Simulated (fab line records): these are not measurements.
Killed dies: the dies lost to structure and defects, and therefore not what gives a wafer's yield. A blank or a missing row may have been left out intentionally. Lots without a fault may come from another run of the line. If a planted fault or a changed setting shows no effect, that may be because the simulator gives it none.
Split-lot trial	flow sfqLine	route with 325 steps; 5 lots, 23 wafers read

THE SPLIT ITSELF
At SFQ_TRILAYER_M2_LITHO_COAT_062 (resist thk 62 nm), the setting resistThkNm was moved away from the recipe's 62 nm on 8 of the 23 wafers read, by -5.8% to +2.0%. For the rest of the wafers, this setting stayed at what the recipe calls for.

The reading is taken at the split's own step.

THE READING
BARC_of_TRILAYER_M2_LITHO_COAT_062.thkNm (the simulator's own value, which no gauge read), in nm, at SFQ_TRILAYER_M2_LITHO_COAT_062 (resist thk 62 nm). The file gives no usual value for it. The 15 wafers here that ran the recipe average 62.04 nm, standard deviation 0.22 nm.

wafer	tool, chamber at the split	resistThkNm as run, nm	against the recipe	BARC_of_TRILAYER_M2_LITHO_COAT_062.thkNm, nm	against lot-mates on the recipe
L074.2	lithoTrack-01, 0	62	recipe	62.29	-
L074.3	lithoTrack-01, 0	62	recipe	62.19	-
L074.4	lithoTrack-01, 0	59.59	-3.9%	59.89	-2.35
L074.5	lithoTrack-01, 0	59.59	-3.9%	59.85	-2.39
L074.6	lithoTrack-01, 0	59.59	-3.9%	59.76	-2.48
L076.1	lithoTrack-01, 0	62	recipe	61.97	-
L076.2	lithoTrack-01, 0	62	recipe	62.21	-
L076.3	lithoTrack-01, 0	62	recipe	61.85	-
L076.4	lithoTrack-01, 0	62	recipe	61.86	-
L076.6	lithoTrack-01, 0	62	recipe	62.11	-
L077.2	lithoTrack-02, 0	62	recipe	61.55	-
L077.3	lithoTrack-02, 0	62	recipe	61.71	-
L077.4	lithoTrack-02, 0	58.42	-5.8%	58.15	-3.48
L077.5	lithoTrack-02, 0	58.42	-5.8%	58.41	-3.22
L077.6	lithoTrack-02, 0	58.42	-5.8%	58.12	-3.51
L079.1	lithoTrack-04, 0	62	recipe	62.23	-
L079.3	lithoTrack-04, 0	62	recipe	62.15	-
L079.4	lithoTrack-04, 0	63.25	+2.0%	63.41	+1.25
L079.5	lithoTrack-04, 0	63.25	+2.0%	63.43	+1.27
L079.6	lithoTrack-04, 0	62	recipe	62.1	-
L083.1	lithoTrack-01, 0	62	recipe	61.95	-
L083.2	lithoTrack-01, 0	62	recipe	62	-
L083.6	lithoTrack-01, 0	62	recipe	62.39	-

FIT RESULTS
A straight line over all 23 wafers: BARC_of_TRILAYER_M2_LITHO_COAT_062.thkNm changes by +0.638 nm for each +1% of resistThkNm; r = +0.99; the points scatter about the line by 0.22 nm.
The same after taking each lot's own level away (the mean of its wafers on the recipe; 23 wafers): +0.601 nm for each +1%; r = +1.00; scatter 0.13 nm.
The reading moves by 3.5 nm for the largest change in resistThkNm, on that fit.
The lots' own levels span 61.630 to 62.240 nm, that is 2.8 times the standard deviation above.
The two slopes agree, so the slope changes little with the lot-to-lot level.
Check: -3.46 nm against its lot-mates is what the line predicts for one of the wafers moved furthest among these (-5.8%) when that wafer is left out of the fit. Against them it came out at -3.48 nm.

OTHER SPLITS APPLIED TO THESE WAFERS
Other splits were also applied to these wafers ahead of the reading. Each is held against what the fit with the lots' levels taken away leaves over:
other split on the same wafers	wafers away from the commonest value	r with BARC_of_TRILAYER_M2_LITHO_COAT_062.thkNm (lot level and that fit taken away)
SFQ_TRILAYER_I1_CMP_CMP_046 leaveAboveRefNm	9	-0.05
SFQ_TRILAYER_I1_VIA_LITHO_EXPOSE_050 doseMj	10	-0.09
SFQ_TRILAYER_I1_VIA_ETCH_VIA_ETCH_052 biasW	12	+0.03

THE FILE'S OWN FIT
BARC_of_TRILAYER_M2_LITHO_COAT_062.thkNm changes by +0.601 nm for each +1% of resistThkNm, r = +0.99.
